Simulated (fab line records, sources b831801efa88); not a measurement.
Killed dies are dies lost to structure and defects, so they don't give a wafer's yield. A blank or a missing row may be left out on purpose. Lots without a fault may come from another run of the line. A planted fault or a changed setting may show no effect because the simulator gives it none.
fab line records | flow sky130
record lots=5 wafers=15 last_day=50
route steps=708 shown VT_ADJUST_LVTN@111 VT_ADJUST_NCORE@119 VT_ADJUST_HVTR@131 VT_ADJUST_PCH@143
lots that met no fault: from a run of the same line without faults
start_h: hours from the record's first day to the start of the lot's first wafer shown | wait_h: hours since the lot's step before | " the same as in the row above | L1.1+2: a row that stands for several wafers | - no value, or no start given | * or withheld: withheld | < > ~ a bound
route shown NAME@n: a module of which the file shows steps, and the number in the route of the first | usual: mean/standard deviation of fault-free wafers | same: alike in all rows | chamber/n: place in a boat | sites: the reading at each site | _std_site: their standard deviation | _edge_site: outer sites' mean less inner sites' | radius_mm: how far each site lies from the wafer's centre | mask NAME#n: copy n | behind: the tool/chamber that last shaped the wafer | hold: why the lot was held/for how many hours/how that ended | device: the transistor (n, p or np) that didn't switch | end of line: the same wafers' tests at the end of the route | a step without rows: its recipe alone | killed: dies lost to structure and defects at the first sort, not the wafer's yield | map: a wafer's dies, x killed, . not, _ none there
set.NAME: the setting as run; set.NAME@STEP: as run at that earlier step | model.NAME: the simulator's own value behind a step, which no gauge read
lots at some steps of the route; a table a step, a row a wafer
services: from which hour (start_h, from the record's first day; less than 0 if before it) a tool's chamber was out of use, for how many hours, and why
## steps
# step SKY_VT_ADJUST_LVTN_SOFTBAKE_14
# recipe temp_c=90 time_s=60 resist=NOVOLAK
# usual plate_temp_C=90.01/0.12
# columns lot.wafer tool chamber start_h wait_h plate_temp_C
L085.3 litho_track-03 0 221.18 0.1 90.09
L085.4 " 0 " " 90.04
L085.6 " 0 " " 89.90
L086.3 litho_track-02 0 230.67 0.1 90.03
L086.4 " 0 " " 90.32
L086.6 " 0 " " 90.24
L089.1 litho_track-03 0 250.43 0.1 89.96
L089.2 " 0 " " 89.91
L089.3 " 0 " " 89.86
L091.2 litho_track-02 0 269.14 0.1 90.02
L091.3 " 0 " " 90.10
L091.6 " 0 " " 89.86
L096.4 litho_track-01 0 308.10 0.1 90.09
L096.5 " 0 " " 89.78
L096.6 " 0 " " 89.79
# step SKY_VT_ADJUST_LVTN_EXPOSE_15
# recipe mask_id=HVN_STD_DERIVED na=0.6 source_shape=conventional sigma_outer=0.6 polarization=unpolarized target_cd_nm=600 dose_mj=163
# columns lot.wafer tool chamber start_h wait_h mask
L085.3+4+6 iline_stepper-01 0 - - HVN_STD_DERIVED#0
L086.3+4+6 iline_stepper-02 0 - - HVN_STD_DERIVED#0
L089.1+2+3 iline_stepper-01 0 - - HVN_STD_DERIVED#0
L091.2+3+6 iline_stepper-02 0 - - HVN_STD_DERIVED#0
L096.4+5+6 iline_stepper-02 0 - - HVN_STD_DERIVED#0
# step SKY_VT_ADJUST_LVTN_PEB_16
# recipe temp_c=withheld time_s=* resist=NOVOLAK
# columns lot.wafer tool chamber start_h wait_h
L085.3+4+6 litho_track-03 0 - -
L086.3+4+6 litho_track-03 0 - -
L089.1+2+3 litho_track-01 0 - -
L091.2+3+6 litho_track-03 0 - -
L096.4+5+6 litho_track-01 0 - -
# step SKY_VT_ADJUST_LVTN_DEVELOP_17
# recipe resist=NOVOLAK developer=TMAH develop_time_s=60 dev_temp_c=23
# columns lot.wafer tool chamber start_h wait_h
L085.3+4+6 litho_track-03 0 232.08 0.1
L086.3+4+6 litho_track-03 0 242.68 0.1
L089.1+2+3 litho_track-01 0 261.52 0.1
L091.2+3+6 litho_track-03 0 281.21 0.1
L096.4+5+6 litho_track-01 0 321.34 0.1
# step SKY_VT_ADJUST_LVTN_OVL_MEAS_18
# usual VT_ADJUST_LVTN_01_OVL=-0.4/1.8
# columns lot.wafer tool chamber start_h wait_h VT_ADJUST_LVTN_01_OVL[nm]
L085.3 overlay-01 - 232.20 0.1 1.2
L085.4 " - " " 0.0
L085.6 " - " " 0.2
L086.3 overlay-02 - 242.80 0.1 -0.6
L086.4 " - " " 2.0
L086.6 " - " " 0.4
L089.1 overlay-02 - 261.67 0.1 1.3
L089.2 " - " " 2.0
L089.3 " - " " 0.9
L091.2 overlay-01 - 281.34 0.1 -1.5
L091.3 " - " " -1.6
L091.6 " - " " -2.6
L096.4 overlay-02 - 321.44 0.1 -1.9
L096.5 " - " " -2.1
L096.6 " - " " -1.3
# step SKY_VT_ADJUST_LVTN_IMPLANT_19
# recipe species=B energy_kev=30 dose_cm2=6.5e+11 tilt_deg=withheld
# columns lot.wafer tool chamber start_h wait_h
L085.3+4+6 implanter-04 0 232.27 0.1
L086.3+4+6 implanter-02 0 242.87 0.1
L089.1+2+3 implanter-02 0 261.71 0.0
L091.2+3+6 implanter-02 0 281.40 0.0
L096.4+5+6 implanter-02 0 321.53 0.1
# step SKY_VT_ADJUST_LVTN_STRIP_20
# recipe chemistry=O2/N2 power_w=1400 pressure_mtorr=1500 platen_temp_c=withheld o2_flow_sccm=3000 n2_flow_sccm=300 overash_fraction=0.5
# usual drypump_motor_current_A=5.70/0.14 oes_product_au=0.716/0.0046 strip_time_to_endpoint_s=14.19/0.043
# columns lot.wafer tool chamber start_h wait_h drypump_motor_current_A oes_product_au rf_hours_counter_h strip_time_to_endpoint_s
L085.3 plasma_asher-02 1 232.40 0.1 5.87 0.716 - 14.20
L085.4 " 0 " " 5.62 0.719 - 14.17
L085.6 " 0 " " 5.63 0.710 - 14.17
L086.3 plasma_asher-04 1 243.00 0.1 5.88 0.711 - 14.22
L086.4 " 0 " " 5.73 0.718 - 14.19
L086.6 " 0 " " 5.75 0.722 - 14.23
L089.1 plasma_asher-02 1 261.86 0.1 5.87 0.724 14 14.23
L089.2 " 0 " " 5.62 0.715 14 14.25
L089.3 " 1 " " 5.87 0.721 - 14.18
L091.2 plasma_asher-01 0 281.52 0.1 5.48 0.716 51 14.20
L091.3 " 1 " " 5.71 0.712 - 14.18
L091.6 " 0 " " 5.48 0.714 - 14.21
L096.4 plasma_asher-01 1 321.64 0.1 5.76 0.708 - 14.20
L096.5 " 1 " " 5.75 0.709 - 14.21
L096.6 " 0 " " 5.49 0.712 - 14.19
# step SKY_VT_ADJUST_LVTN_TW_MEAS_21
# usual VT_ADJUST_LVTN_2_TW=190.0/1.2
# columns lot.wafer tool chamber start_h wait_h VT_ADJUST_LVTN_2_TW
L085.3 film_metro-02 - 232.49 0.1 191.2
L085.4 " - " " 191.9
L085.6 " - " " 192.4
L086.3 film_metro-04 - 243.09 0.1 189.0
L086.4 " - " " 189.1
L086.6 " - " " 189.3
L089.1 film_metro-02 - 261.96 0.1 191.4
L089.2 " - " " 191.3
L089.3 " - " " 191.7
L091.2 film_metro-02 - 281.63 0.1 190.0
L091.3 " - " " 191.8
L091.6 " - " " 190.5
L096.4 film_metro-02 - 321.74 0.1 192.2
L096.5 " - " " 192.1
L096.6 " - " " 191.0
# step SKY_VT_ADJUST_NCORE_DEHYDRATE_00
# recipe temp_c=200 time_s=60
# usual plate_temp_C=199.99/0.19
# columns lot.wafer tool chamber start_h wait_h plate_temp_C
L085.3 litho_track-03 0 244.08 11.6 199.84
L085.4 " 0 " " 199.97
L085.6 " 0 " " 199.89
L086.3 litho_track-03 0 254.58 11.5 199.74
L086.4 " 0 " " 199.95
L086.6 " 0 " " 199.74
L089.1 litho_track-03 0 274.08 12.1 199.95
L089.2 " 0 " " 200.05
L089.3 " 0 " " 200.01
L091.2 litho_track-04 0 293.30 11.7 199.93
L091.3 " 0 " " 199.70
L091.6 " 0 " " 199.59
L096.4 litho_track-02 0 333.99 12.2 200.14
L096.5 " 0 " " 199.94
L096.6 " 0 " " 199.90
# step SKY_VT_ADJUST_NCORE_HMDS_01
# recipe prime_time_s=60 prime_temp_c=120
# columns lot.wafer tool chamber start_h wait_h
L085.3+4+6 litho_track-03 0 244.23 0.1
L086.3+4+6 litho_track-03 0 254.73 0.1
L089.1+2+3 litho_track-03 0 274.23 0.1
L091.2+3+6 litho_track-04 0 293.45 0.1
L096.4+5+6 litho_track-02 0 334.14 0.1
# step SKY_VT_ADJUST_NCORE_COAT_02
# recipe resist=NOVOLAK spin_rpm=3000 resist_thk_nm=1140
# columns lot.wafer tool chamber start_h wait_h
L085.3+4+6 litho_track-03 0 244.38 0.1
L086.3+4+6 litho_track-03 0 254.88 0.1
L089.1+2+3 litho_track-03 0 274.38 0.1
L091.2+3+6 litho_track-04 0 293.60 0.1
L096.4+5+6 litho_track-02 0 334.29 0.1
# step SKY_VT_ADJUST_NCORE_SOFTBAKE_03
# recipe temp_c=90 time_s=60 resist=NOVOLAK
# usual plate_temp_C=89.98/0.12
# columns lot.wafer tool chamber start_h wait_h plate_temp_C
L085.3 litho_track-03 0 244.53 0.1 90.05
L085.4 " 0 " " 90.10
L085.6 " 0 " " 89.79
L086.3 litho_track-03 0 255.03 0.1 90.03
L086.4 " 0 " " 90.33
L086.6 " 0 " " 90.06
L089.1 litho_track-03 0 274.53 0.1 89.98
L089.2 " 0 " " 90.15
L089.3 " 0 " " 90.02
L091.2 litho_track-04 0 293.75 0.1 89.93
L091.3 " 0 " " 90.01
L091.6 " 0 " " 89.94
L096.4 litho_track-02 0 334.44 0.1 90.14
L096.5 " 0 " " 89.91
L096.6 " 0 " " 89.96
# step SKY_VT_ADJUST_NCORE_EXPOSE_04
# recipe mask_id=LVTN_COMPLEMENT_THIN na=0.6 source_shape=conventional sigma_outer=0.6 polarization=unpolarized target_cd_nm=380 dose_mj=139
# columns lot.wafer tool chamber start_h wait_h mask
L085.3+4+6 iline_stepper-01 0 - - LVTN_COMPLEMENT_THIN#0
L086.3+4+6 iline_stepper-02 0 - - LVTN_COMPLEMENT_THIN#0
L089.1+2+3 iline_stepper-02 0 - - LVTN_COMPLEMENT_THIN#0
L091.2+3+6 iline_stepper-01 0 - - LVTN_COMPLEMENT_THIN#0
L096.4+5+6 iline_stepper-01 0 - - LVTN_COMPLEMENT_THIN#0
# step SKY_VT_ADJUST_NCORE_PEB_05
# recipe temp_c=withheld time_s=* resist=NOVOLAK
# columns lot.wafer tool chamber start_h wait_h
L085.3+4+6 litho_track-04 0 - -
L086.3+4+6 litho_track-02 0 - -
L089.1+2+3 litho_track-04 0 - -
L091.2+3+6 litho_track-04 0 - -
L096.4+5+6 litho_track-03 0 - -
# step SKY_VT_ADJUST_NCORE_DEVELOP_06
# recipe resist=NOVOLAK developer=TMAH develop_time_s=60 dev_temp_c=23
# columns lot.wafer tool chamber start_h wait_h
L085.3+4+6 litho_track-04 0 256.37 0.1
L086.3+4+6 litho_track-02 0 267.02 0.1
L089.1+2+3 litho_track-04 0 285.37 0.1
L091.2+3+6 litho_track-04 0 305.75 0.1
L096.4+5+6 litho_track-03 0 348.01 0.1
# step SKY_VT_ADJUST_NCORE_CD_MEAS_07
# recipe target_cd_nm=380
# usual cd_nm=379.9/2.5
# columns lot.wafer tool chamber start_h wait_h cd_nm
L085.3 cd_sem-01 - 256.51 0.1 379.5
L085.4 " - " " 379.3
L085.6 " - " " 379.7
L086.3 cd_sem-02 - 267.16 0.1 379.1
L086.4 " - " " 377.5
L086.6 " - " " 378.0
L089.1 cd_sem-02 - 285.52 0.1 379.9
L089.2 " - " " 379.4
L089.3 " - " " 379.5
L091.2 cd_sem-01 - 305.89 0.1 378.7
L091.3 " - " " 380.6
L091.6 " - " " 378.5
L096.4 cd_sem-02 - 348.14 0.1 380.5
L096.5 " - " " 382.8
L096.6 " - " " 381.7
# step SKY_VT_ADJUST_NCORE_OVL_MEAS_08
# usual VT_ADJUST_NCORE_OVL=0.9/1.4
# columns lot.wafer tool chamber start_h wait_h VT_ADJUST_NCORE_OVL[nm]
L085.3 overlay-01 - 256.61 0.1 -1.2
L085.4 " - " " 0.3
L085.6 " - " " 1.6
L086.3 overlay-02 - 267.25 0.1 2.0
L086.4 " - " " 1.7
L086.6 " - " " -0.2
L089.1 overlay-02 - 285.64 0.1 0.4
L089.2 " - " " 2.8
L089.3 " - " " 2.1
L091.2 overlay-02 - 306.00 0.1 2.6
L091.3 " - " " 0.2
L091.6 " - " " 1.4
L096.4 overlay-02 - 348.22 0.1 0.0
L096.5 " - " " -0.3
L096.6 " - " " -1.7
# step SKY_VT_ADJUST_NCORE_IMPLANT_09
# recipe species=B energy_kev=10 dose_cm2=2.4e+12 tilt_deg=withheld
# columns lot.wafer tool chamber start_h wait_h
L085.3+4+6 implanter-04 0 256.68 0.1
L086.3+4+6 implanter-01 0 267.33 0.1
L089.1+2+3 implanter-01 0 285.68 0.0
L091.2+3+6 implanter-01 0 306.05 0.0
L096.4+5+6 implanter-01 0 348.31 0.1
# step SKY_VT_ADJUST_NCORE_STRIP_10
# recipe chemistry=O2/N2 power_w=1400 pressure_mtorr=1500 platen_temp_c=withheld o2_flow_sccm=3000 n2_flow_sccm=300 overash_fraction=0.5
# usual drypump_motor_current_A=5.68/0.18 oes_product_au=0.715/0.0048 strip_time_to_endpoint_s=14.19/0.047
# columns lot.wafer tool chamber start_h wait_h drypump_motor_current_A oes_product_au rf_hours_counter_h strip_time_to_endpoint_s
L085.3 plasma_asher-03 0 256.81 0.1 5.83 0.718 - 14.16
L085.4 " 1 " " 5.37 0.723 - 14.18
L085.6 " 1 " " 5.36 0.713 - 14.15
L086.3 plasma_asher-04 1 267.46 0.1 5.85 0.712 - 14.18
L086.4 " 0 " " 5.74 0.711 - 14.17
L086.6 " 1 " " 5.85 0.711 - 14.14
L089.1 plasma_asher-01 0 285.83 0.1 5.51 0.709 52 14.26
L089.2 " 1 " " 5.75 0.723 52 14.24
L089.3 " 0 " " 5.52 0.710 - 14.30
L091.2 plasma_asher-01 0 306.18 0.1 5.51 0.712 54 14.20
L091.3 " 1 " " 5.75 0.715 - 14.14
L091.6 " 1 " " 5.76 0.716 - 14.20
L096.4 plasma_asher-03 1 348.42 0.1 5.37 0.722 - 14.19
L096.5 " 0 " " 5.89 0.711 - 14.18
L096.6 " 1 " " 5.40 0.704 - 14.12
# step SKY_VT_ADJUST_NCORE_TW_MEAS_11
# usual VT_ADJUST_NCORE_TW=221.1/1.4
# columns lot.wafer tool chamber start_h wait_h VT_ADJUST_NCORE_TW
L085.3 film_metro-03 - 256.90 0.1 219.3
L085.4 " - " " 219.9
L085.6 " - " " 218.2
L086.3 film_metro-04 - 267.55 0.1 218.2
L086.4 " - " " 218.9
L086.6 " - " " 219.2
L089.1 film_metro-04 - 285.93 0.1 218.3
L089.2 " - " " 219.5
L089.3 " - " " 218.7
L091.2 film_metro-01 - 306.29 0.1 222.0
L091.3 " - " " 221.4
L091.6 " - " " 221.5
L096.4 film_metro-01 - 348.52 0.1 223.3
L096.5 " - " " 222.4
L096.6 " - " " 223.3
# step SKY_VT_ADJUST_HVTR_DEHYDRATE_00
# recipe temp_c=200 time_s=60
# usual plate_temp_C=200.02/0.17
# columns lot.wafer tool chamber start_h wait_h plate_temp_C
L085.3 litho_track-04 0 268.87 12.0 199.90
L085.4 " 0 " " 199.91
L085.6 " 0 " " 199.91
L086.3 litho_track-01 0 279.62 12.1 199.76
L086.4 " 0 " " 199.95
L086.6 " 0 " " 199.93
L089.1 litho_track-01 0 297.97 12.0 200.30
L089.2 " 0 " " 200.05
L089.3 " 0 " " 200.11
L091.2 litho_track-03 0 317.91 11.6 199.65
L091.3 " 0 " " 199.86
L091.6 " 0 " " 199.99
L096.4 litho_track-03 0 362.06 13.5 200.27
L096.5 " 0 " " 200.13
L096.6 " 0 " " 200.08
# step SKY_VT_ADJUST_HVTR_HMDS_01
# recipe prime_time_s=60 prime_temp_c=120
# columns lot.wafer tool chamber start_h wait_h
L085.3+4+6 litho_track-04 0 269.02 0.1
L086.3+4+6 litho_track-01 0 279.77 0.1
L089.1+2+3 litho_track-01 0 298.12 0.1
L091.2+3+6 litho_track-03 0 318.06 0.1
L096.4+5+6 litho_track-03 0 362.21 0.1
# step SKY_VT_ADJUST_HVTR_COAT_02
# recipe resist=NOVOLAK spin_rpm=3000 resist_thk_nm=1140
# columns lot.wafer tool chamber start_h wait_h
L085.3+4+6 litho_track-04 0 269.17 0.1
L086.3+4+6 litho_track-01 0 279.92 0.1
L089.1+2+3 litho_track-01 0 298.27 0.1
L091.2+3+6 litho_track-03 0 318.21 0.1
L096.4+5+6 litho_track-03 0 362.36 0.1
# step SKY_VT_ADJUST_HVTR_SOFTBAKE_03
# recipe temp_c=90 time_s=60 resist=NOVOLAK
# usual plate_temp_C=89.99/0.12
# columns lot.wafer tool chamber start_h wait_h plate_temp_C
L085.3 litho_track-04 0 269.32 0.1 90.15
L085.4 " 0 " " 90.07
L085.6 " 0 " " 90.12
L086.3 litho_track-01 0 280.07 0.1 90.02
L086.4 " 0 " " 90.15
L086.6 " 0 " " 90.09
L089.1 litho_track-01 0 298.42 0.1 90.04
L089.2 " 0 " " 90.11
L089.3 " 0 " " 90.10
L091.2 litho_track-03 0 318.36 0.1 89.93
L091.3 " 0 " " 89.87
L091.6 " 0 " " 90.03
L096.4 litho_track-03 0 362.51 0.1 90.09
L096.5 " 0 " " 89.90
L096.6 " 0 " " 89.95
# step SKY_VT_ADJUST_HVTR_EXPOSE_04
# recipe mask_id=HVTRM target_cd_nm=380 na=0.6 source_shape=conventional sigma_outer=0.6 dose_mj=150
# columns lot.wafer tool chamber start_h wait_h mask
L085.3+4+6 iline_stepper-01 0 - - HVTRM#0
L086.3+4+6 iline_stepper-01 0 - - HVTRM#0
L089.1+2+3 iline_stepper-02 0 - - HVTRM#0
L091.2+3+6 iline_stepper-01 0 - - HVTRM#0
L096.4+5+6 iline_stepper-02 0 - - HVTRM#0
# step SKY_VT_ADJUST_HVTR_PEB_05
# recipe temp_c=withheld time_s=* resist=NOVOLAK
# columns lot.wafer tool chamber start_h wait_h
L085.3+4+6 litho_track-01 0 - -
L086.3+4+6 litho_track-03 0 - -
L089.1+2+3 litho_track-01 0 - -
L091.2+3+6 litho_track-01 0 - -
L096.4+5+6 litho_track-03 0 - -
# step SKY_VT_ADJUST_HVTR_DEVELOP_06
# recipe develop_time_s=60 dev_temp_c=23
# columns lot.wafer tool chamber start_h wait_h
L085.3+4+6 litho_track-01 0 281.52 0.1
L086.3+4+6 litho_track-03 0 291.53 0.1
L089.1+2+3 litho_track-01 0 310.92 0.1
L091.2+3+6 litho_track-01 0 331.59 0.1
L096.4+5+6 litho_track-03 0 376.41 0.1
# step SKY_VT_ADJUST_HVTR_CD_MEAS_07
# recipe target_cd_nm=380
# usual cd_nm=380.0/2.8
# columns lot.wafer tool chamber start_h wait_h cd_nm
L085.3 cd_sem-01 - 281.66 0.1 378.1
L085.4 " - " " 378.7
L085.6 " - " " 375.4
L086.3 cd_sem-02 - 291.67 0.1 377.5
L086.4 " - " " 378.0
L086.6 " - " " 378.6
L089.1 cd_sem-02 - 311.07 0.1 377.5
L089.2 " - " " 376.0
L089.3 " - " " 378.5
L091.2 cd_sem-01 - 331.74 0.1 384.2
L091.3 " - " " 384.1
L091.6 " - " " 384.9
L096.4 cd_sem-02 - 376.54 0.1 384.9
L096.5 " - " " 381.8
L096.6 " - " " 381.3
# step SKY_VT_ADJUST_HVTR_OVL_MEAS_08
# usual VT_ADJUST_HVTR_OVL=0.5/1.4
# columns lot.wafer tool chamber start_h wait_h VT_ADJUST_HVTR_OVL[nm]
L085.3 overlay-02 - 281.75 0.1 2.7
L085.4 " - " " -0.2
L085.6 " - " " 2.2
L086.3 overlay-02 - 291.77 0.1 -0.1
L086.4 " - " " -0.2
L086.6 " - " " 1.1
L089.1 overlay-01 - 311.19 0.1 -1.0
L089.2 " - " " -1.6
L089.3 " - " " -3.0
L091.2 overlay-02 - 331.85 0.1 -1.4
L091.3 " - " " -2.2
L091.6 " - " " 1.2
L096.4 overlay-02 - 376.62 0.1 -2.0
L096.5 " - " " 2.3
L096.6 " - " " -2.3
# step SKY_VT_ADJUST_HVTR_IMPLANT_09
# recipe species=B energy_kev=10 dose_cm2=2.1e+12 tilt_deg=withheld
# columns lot.wafer tool chamber start_h wait_h
L085.3+4+6 implanter-03 0 281.83 0.1
L086.3+4+6 implanter-02 0 291.84 0.1
L089.1+2+3 implanter-03 0 311.23 0.0
L091.2+3+6 implanter-02 0 331.90 0.0
L096.4+5+6 implanter-03 0 376.71 0.1
# step SKY_VT_ADJUST_HVTR_STRIP_10
# recipe chemistry=O2/N2 power_w=1400 pressure_mtorr=1500 platen_temp_c=withheld o2_flow_sccm=3000 n2_flow_sccm=300 overash_fraction=0.5
# usual drypump_motor_current_A=5.66/0.18 oes_product_au=0.715/0.0049 strip_time_to_endpoint_s=14.19/0.036
# columns lot.wafer tool chamber start_h wait_h drypump_motor_current_A oes_product_au rf_hours_counter_h strip_time_to_endpoint_s
L085.3 plasma_asher-02 1 281.96 0.1 5.87 0.715 - 14.22
L085.4 " 0 " " 5.60 0.713 - 14.13
L085.6 " 0 " " 5.61 0.714 - 14.22
L086.3 plasma_asher-01 0 291.97 0.1 5.48 0.714 - 14.23
L086.4 " 1 " " 5.77 0.710 - 14.24
L086.6 " 1 " " 5.76 0.713 - 14.20
L089.1 plasma_asher-03 1 311.38 0.1 5.37 0.710 64 14.17
L089.2 " 0 " " 5.83 0.715 64 14.18
L089.3 " 0 " " 5.84 0.711 - 14.18
L091.2 plasma_asher-01 0 332.03 0.1 5.48 0.720 57 14.17
L091.3 " 0 " " 5.49 0.719 - 14.16
L091.6 " 0 " " 5.49 0.721 - 14.14
L096.4 plasma_asher-02 0 376.82 0.1 5.62 0.713 - 14.14
L096.5 " 1 " " 5.87 0.716 - 14.19
L096.6 " 0 " " 5.61 0.718 - 14.22
# step SKY_VT_ADJUST_HVTR_TW_MEAS_11
# usual VT_ADJUST_HVTR_TW=213.2/1.4
# columns lot.wafer tool chamber start_h wait_h VT_ADJUST_HVTR_TW
L085.3 film_metro-04 - 282.05 0.1 210.4
L085.4 " - " " 211.8
L085.6 " - " " 212.1
L086.3 film_metro-02 - 292.06 0.1 214.6
L086.4 " - " " 213.4
L086.6 " - " " 213.8
L089.1 film_metro-04 - 311.48 0.1 213.5
L089.2 " - " " 214.8
L089.3 " - " " 214.1
L091.2 film_metro-02 - 332.14 0.1 214.4
L091.3 " - " " 214.1
L091.6 " - " " 214.2
L096.4 film_metro-02 - 376.92 0.1 214.6
L096.5 " - " " 214.8
L096.6 " - " " 214.5
# step SKY_VT_ADJUST_PCH_DEHYDRATE_00
# recipe temp_c=200 time_s=60
# usual plate_temp_C=200.00/0.15
# columns lot.wafer tool chamber start_h wait_h plate_temp_C
L085.3 litho_track-01 0 293.07 11.0 199.99
L085.4 " 0 " " 200.15
L085.6 " 0 " " 200.14
L086.3 litho_track-04 0 304.27 12.2 199.87
L086.4 " 0 " " 200.03
L086.6 " 0 " " 199.90
L089.1 litho_track-01 0 324.52 13.0 200.25
L089.2 " 0 " " 200.15
L089.3 " 0 " " 199.95
L091.2 litho_track-04 0 344.50 12.4 199.65
L091.3 " 0 " " 199.83
L091.6 " 0 " " 199.89
L096.4 litho_track-04 0 390.85 13.9 200.05
L096.5 " 0 " " 200.21
L096.6 " 0 " " 200.21
# step SKY_VT_ADJUST_PCH_HMDS_01
# recipe prime_time_s=60 prime_temp_c=120
# columns lot.wafer tool chamber start_h wait_h
L085.3+4+6 litho_track-01 0 293.22 0.1
L086.3+4+6 litho_track-04 0 304.42 0.1
L089.1+2+3 litho_track-01 0 324.67 0.1
L091.2+3+6 litho_track-04 0 344.65 0.1
L096.4+5+6 litho_track-04 0 391.00 0.1
# step SKY_VT_ADJUST_PCH_COAT_02
# recipe spin_rpm=2000 resist_thk_nm=3000
# columns lot.wafer tool chamber start_h wait_h
L085.3+4+6 litho_track-01 0 293.37 0.1
L086.3+4+6 litho_track-04 0 304.57 0.1
L089.1+2+3 litho_track-01 0 324.82 0.1
L091.2+3+6 litho_track-04 0 344.80 0.1
L096.4+5+6 litho_track-04 0 391.15 0.1
# step SKY_VT_ADJUST_PCH_SOFTBAKE_03
# recipe temp_c=110 time_s=withheld
# usual plate_temp_C=109.97/0.13
# columns lot.wafer tool chamber start_h wait_h plate_temp_C
L085.3 litho_track-01 0 293.54 0.1 109.91
L085.4 " 0 " " 109.75
L085.6 " 0 " " 109.87
L086.3 litho_track-04 0 304.74 0.1 109.78
L086.4 " 0 " " 110.04
L086.6 " 0 " " 109.79
L089.1 litho_track-01 0 324.97 0.1 109.86
L089.2 " 0 " " 109.99
L089.3 " 0 " " 110.01
L091.2 litho_track-04 0 344.96 0.1 110.08
L091.3 " 0 " " 109.88
L091.6 " 0 " " 110.08
L096.4 litho_track-04 0 391.32 0.1 109.94
L096.5 " 0 " " 109.86
L096.6 " 0 " " 109.87
# step SKY_VT_ADJUST_PCH_EXPOSE_04
# recipe mask_id=NWM na=0.6 source_shape=conventional sigma_outer=0.6 polarization=unpolarized target_cd_nm=840 dose_mj=255
# columns lot.wafer tool chamber start_h wait_h mask
L085.3+4+6 iline_stepper-02 0 - - NWM#0
L086.3+4+6 iline_stepper-01 0 - - NWM#0
L089.1+2+3 iline_stepper-02 0 - - NWM#0
L091.2+3+6 iline_stepper-02 0 - - NWM#0
L096.4+5+6 iline_stepper-01 0 - - NWM#0
# step SKY_VT_ADJUST_PCH_PEB_05
# recipe temp_c=115 time_s=withheld
# usual plate_temp_C=115.00/0.15
# columns lot.wafer tool chamber start_h wait_h plate_temp_C
L085.3 litho_track-04 0 - - 114.89
L085.4 " 0 " " 115.06
L085.6 " 0 " " 114.96
L086.3 litho_track-01 0 - - 115.08
L086.4 " 0 " " 115.07
L086.6 " 0 " " 115.05
L089.1 litho_track-02 0 - - 114.97
L089.2 " 0 " " 114.96
L089.3 " 0 " " 115.18
L091.2 litho_track-01 0 - - 114.90
L091.3 " 0 " " 115.09
L091.6 " 0 " " 115.03
L096.4 litho_track-01 0 - - 115.03
L096.5 " 0 " " 115.03
L096.6 " 0 " " 114.85
# step SKY_VT_ADJUST_PCH_DEVELOP_06
# recipe wall_angle_deg=90 developer=TMAH develop_time_s=60 dev_temp_c=23
# columns lot.wafer tool chamber start_h wait_h
L085.3+4+6 litho_track-04 0 - -
L086.3+4+6 litho_track-01 0 - -
L089.1+2+3 litho_track-02 0 - -
L091.2+3+6 litho_track-01 0 - -
L096.4+5+6 litho_track-01 0 - -
# step SKY_VT_ADJUST_PCH_OVL_MEAS_07
# usual VT_ADJUST_PCH_OVL=1.0/1.7
# columns lot.wafer tool chamber start_h wait_h VT_ADJUST_PCH_OVL[nm]
L085.3 overlay-01 - 305.58 - -2.7
L085.4 " - " " -0.1
L085.6 " - " " -1.8
L086.3 overlay-02 - 317.23 - 1.5
L086.4 " - " " 0.6
L086.6 " - " " 1.6
L089.1 overlay-02 - 337.82 - 0.0
L089.2 " - " " 1.1
L089.3 " - " " 1.1
L091.2 overlay-01 - 359.33 - 2.6
L091.3 " - " " 2.3
L091.6 " - " " 1.9
L096.4 overlay-02 - 406.04 - 1.1
L096.5 " - " " 1.7
L096.6 " - " " 0.2
# step SKY_VT_ADJUST_PCH_IMPLANT_08
# recipe species=B energy_kev=10 dose_cm2=5e+11 tilt_deg=withheld
# columns lot.wafer tool chamber start_h wait_h
L085.3+4+6 implanter-03 0 305.66 0.1
L086.3+4+6 implanter-01 0 317.31 0.1
L089.1+2+3 implanter-03 0 337.86 0.0
L091.2+3+6 implanter-01 0 359.38 0.0
L096.4+5+6 implanter-04 0 406.13 0.1
# step SKY_VT_ADJUST_PCH_STRIP_09
# recipe chemistry=O2/N2 power_w=1400 pressure_mtorr=1500 platen_temp_c=withheld o2_flow_sccm=3000 n2_flow_sccm=300 overash_fraction=0.5
# usual drypump_motor_current_A=5.72/0.18 oes_product_au=0.722/0.0044 strip_time_to_endpoint_s=36.93/0.11
# columns lot.wafer tool chamber start_h wait_h drypump_motor_current_A oes_product_au rf_hours_counter_h strip_time_to_endpoint_s
L085.3 plasma_asher-03 0 305.79 0.1 5.79 0.725 - 36.94
L085.4 " 1 " " 5.43 0.724 - 36.89
L085.6 " 1 " " 5.40 0.730 - 37.04
L086.3 plasma_asher-04 0 317.44 0.1 5.76 0.733 - 36.92
L086.4 " 1 " " 5.87 0.720 - 36.85
L086.6 " 0 " " 5.76 0.717 - 36.76
L089.1 plasma_asher-03 1 338.01 0.1 5.41 0.723 67 37.07
L089.2 " 0 " " 5.90 0.724 67 37.08
L089.3 " 1 " " 5.39 0.723 - 37.08
L091.2 plasma_asher-03 1 359.51 0.1 5.39 0.720 69 36.87
L091.3 " 1 " " 5.41 0.723 - 36.98
L091.6 " 0 " " 5.83 0.723 - 36.93
L096.4 plasma_asher-03 1 406.24 0.1 5.34 0.723 - 36.82
L096.5 " 0 " " 5.87 0.718 - 36.91
L096.6 " 1 " " 5.34 0.719 - 36.97
# step SKY_VT_ADJUST_PCH_TW_MEAS_10
# usual VT_ADJUST_PCH_TW=144.3/1.1
# columns lot.wafer tool chamber start_h wait_h VT_ADJUST_PCH_TW
L085.3 film_metro-02 - 305.88 0.1 144.2
L085.4 " - " " 144.6
L085.6 " - " " 144.7
L086.3 film_metro-03 - 317.53 0.1 143.6
L086.4 " - " " 142.2
L086.6 " - " " 143.3
L089.1 film_metro-01 - 338.11 0.1 145.4
L089.2 " - " " 145.2
L089.3 " - " " 144.6
L091.2 film_metro-01 - 359.62 0.1 144.5
L091.3 " - " " 145.3
L091.6 " - " " 145.1
L096.4 film_metro-02 - 406.34 0.1 144.8
L096.5 " - " " 145.4
L096.6 " - " " 145.4
## services
# columns tool chamber start_h hours kind
iline_stepper-01 0 218.10 - calibration
implanter-04 - 220.61 4.6 pm
implanter-02 - 235.14 2.8 pm
iline_stepper-02 - 245.29 1.7 pm
implanter-03 - 269.82 3.8 pm
implanter-03 - 275.81 2.2 repair
iline_stepper-02 0 281.82 - calibration
iline_stepper-01 - 282.02 1.7 pm
implanter-02 - 283.90 5.3 repair
plasma_asher-04 - 284.23 1.8 repair
plasma_asher-02 - 312.04 15.6 pm
implanter-01 - 326.69 1.7 repair
plasma_asher-02 - 359.09 2.8 pm
implanter-01 - 359.51 7.2 pm
iline_stepper-01 - 364.06 22.9 repair
iline_stepper-02 - 386.94 2.1 pm
implanter-04 - 387.66 5.3 pm
iline_stepper-02 - 389.03 - consumable_replace:lamp
implanter-03 - 391.08 1.5 repair
iline_stepper-01 - 406.05 4.4 pm
## key
fault none
